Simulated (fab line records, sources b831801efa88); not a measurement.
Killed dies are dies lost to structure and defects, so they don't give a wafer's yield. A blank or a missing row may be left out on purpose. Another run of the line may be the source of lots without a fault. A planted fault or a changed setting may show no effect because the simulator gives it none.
A lot that was struck, set against a sound lot	flow sky130	26 steps out of a route of 708
Sound: these wafers, L498.4, L498.5, L498.6. Struck: wafer L495.4 (left out: L495.3, L495.6 of the same lot, which were not struck); the cause appears at the end.
At each step with rows: each side's tool, then ch and its chambers, then its first start. Under that, the readings that differ: sound wafers	struck wafers	difference of the means	sigmas: that difference in standard deviations of wafers without a fault.
alike: a reading whose means differ by less than 2 such deviations, as well as words and numbers matching on both sides. not compared: withheld readings; readings where some wafer has no value; bounds like >300 that might hide an equal value; numbers whose values overlap and for which the record gives no deviation.
Wherever a step has rows on one side only, a row that says differs or no value, or a row with sigmas, the two part there. When numbers do not overlap yet have no deviation, they are printed without sigmas and do not part them. A reading that every wafer of one side lacks parts them only if that side has two wafers or more.

first, 2 steps without rows for these wafers: SKY_VIA2_SPUTTER_20 (material TiN, target thk 20 nm, time 80 s); SKY_VIA2_CVD_21 (deposits W, target thk 420 nm, time 126.4 s).
SKY_VIA2_RS_MEAS_22: the measuring method here is four-point-probe.
  sound on filmMetro-03, day 43 03:11; struck on filmMetro-03, day 42 13:50
  alike: VIA2_W_RS
SKY_VIA2_THK_MEAS_23: measures by xrf.
  sound on filmMetro-03, day 43 03:17; struck on filmMetro-03, day 42 13:56
  alike: VIA2_W_THK
SKY_VIA2_CMP_24: polishes, stops on SiO2, t overpolish 20 s, target thk 0 nm.
  sound on cmp-01 ch 1,2,3, day 43 03:28; struck on cmp-01 ch 0, day 42 14:17
reading	sound	struck	difference	sigmas
timeToEndpointS (s)	105.1 112.8 108.1	102.4	-6.3	-2
  alike: headPressurePsi, motorCurrentA, overpolishRunS
SKY_METAL3_SPUTTER_00: material Ti, target thk 15 nm, time 10 s.
  sound on pvdSputter-01, day 43 03:37; struck on pvdSputter-01, day 42 14:32
reading	sound	struck	difference	sigmas
throttleValvePct (%)	29.5 29.5 30.4	31.9	+2.1	+3
then, 1 step without rows for these wafers: SKY_METAL3_SPUTTER_01 (material TiN, target thk 20 nm, time 16.7 s).
SKY_METAL3_SPUTTER_02: material AlCu, target thk 735 nm, time 39.1 s.
  sound on pvdSputter-01, day 43 03:40; struck on pvdSputter-01, day 42 14:35
reading	sound	struck	difference	sigmas
throttleValvePct (%)	29.3 29.3 30.6	31.6	+1.9	+2
then, 2 steps without rows for these wafers: SKY_METAL3_SPUTTER_03 (material Ti, target thk 5 nm, time 3.3 s); SKY_METAL3_SPUTTER_04 (material TiN, target thk 70 nm, time 58.3 s).
SKY_CAPM_CVD_00: deposits SiO2, target thk 15.5 nm.
  sound on pecvd-03 ch 0,1,2, day 43 03:46; struck on pecvd-03 ch 0, day 42 14:41
  alike: heaterPowerW
SKY_CAPM_THK_MEAS_01:
  sound on filmMetro-01, day 43 03:49; struck on filmMetro-01, day 42 14:44
reading	sound	struck	difference	sigmas
CAPM_CVD_00_THK (nm)	15.90 15.78 16.13	15.39	-0.55	-2
SKY_CAPM_SPUTTER_02: material TiN, target thk 200 nm, time 174.4 s.
  sound on pvdSputter-01, day 43 03:50; struck on pvdSputter-03, day 42 14:46
  alike: throttleValvePct
SKY_CAPM_RS_MEAS_03: the measuring method here is four-point-probe.
  sound on filmMetro-02, day 43 04:01; struck on filmMetro-01, day 42 14:55
reading	sound	struck	difference	sigmas
CAPM_TIN_RS (ohm/sq)	6.66 6.67 6.70	8.10	+1.42	+22
SKY_CAPM_THK_MEAS_04: measures by xrf.
  sound on filmMetro-02, day 43 04:06; struck on filmMetro-01, day 42 15:01
reading	sound	struck	difference	sigmas
CAPM_TIN_THK (nm)	206.4 204.7 203.9	178.1	-26.9	-13
then, 7 steps without rows for these wafers: SKY_CAPM_DEHYDRATE_05 (time 60 s); SKY_CAPM_HMDS_06 (prime time 60 s); SKY_CAPM_COAT_07 (resist thk 1140 nm); SKY_CAPM_SOFTBAKE_08 (time 60 s); SKY_CAPM_EXPOSE_09 (exposes mask CAPM, target cd 1000 nm); SKY_CAPM_PEB_10; SKY_CAPM_DEVELOP_11 (develop time 60 s).
SKY_CAPM_OVL_MEAS_12:
  sound on overlay-01, day 44 03:20; struck on overlay-02, day 43 14:44
  alike: CAPM_OVL
SKY_CAPM_METAL_ETCH_13: etches TiN in Cl2/BCl3, stops on SiO2, target depth 220 nm, time 62.9 s.
  sound on rieMetal-04 ch 0,1, day 44 03:23; struck on rieMetal-04 ch 1, day 43 14:47
reading	sound	struck	difference	sigmas
oesProductAu (a.u.)	0.969 0.962 0.960	0.884	-0.080	-12
throttleValvePct (%)	21.895 21.888 21.902	21.934	+0.039	+4
  alike: drypumpMotorCurrentA, mfcCl2Sccm
  not compared: rfHoursCounterH
SKY_CAPM_STRIP_14: strips in O2/N2.
  sound on plasmaAsher-01 ch 0,1, day 44 03:28; struck on plasmaAsher-03 ch 0, day 43 14:52
  alike: drypumpMotorCurrentA, oesProductAu, stripTimeToEndpointS
  not compared: rfHoursCounterH
-- the record jumps here: 7 days lie between the struck wafers' starts before and after (it left off in module CAPM and takes up again in module PAD_OPEN, whose first step shown is number 708 of the route) --
SKY_PAD_OPEN_PROBE_99:
  only the struck wafers here have rows in the record (prober-01, day 50 20:48); the sound ones have none

## WHERE THEY PART
Last at SKY_PAD_OPEN_PROBE_99 as far as this record goes, first at SKY_VIA2_CMP_24.

WHY: what had been put in by the simulator
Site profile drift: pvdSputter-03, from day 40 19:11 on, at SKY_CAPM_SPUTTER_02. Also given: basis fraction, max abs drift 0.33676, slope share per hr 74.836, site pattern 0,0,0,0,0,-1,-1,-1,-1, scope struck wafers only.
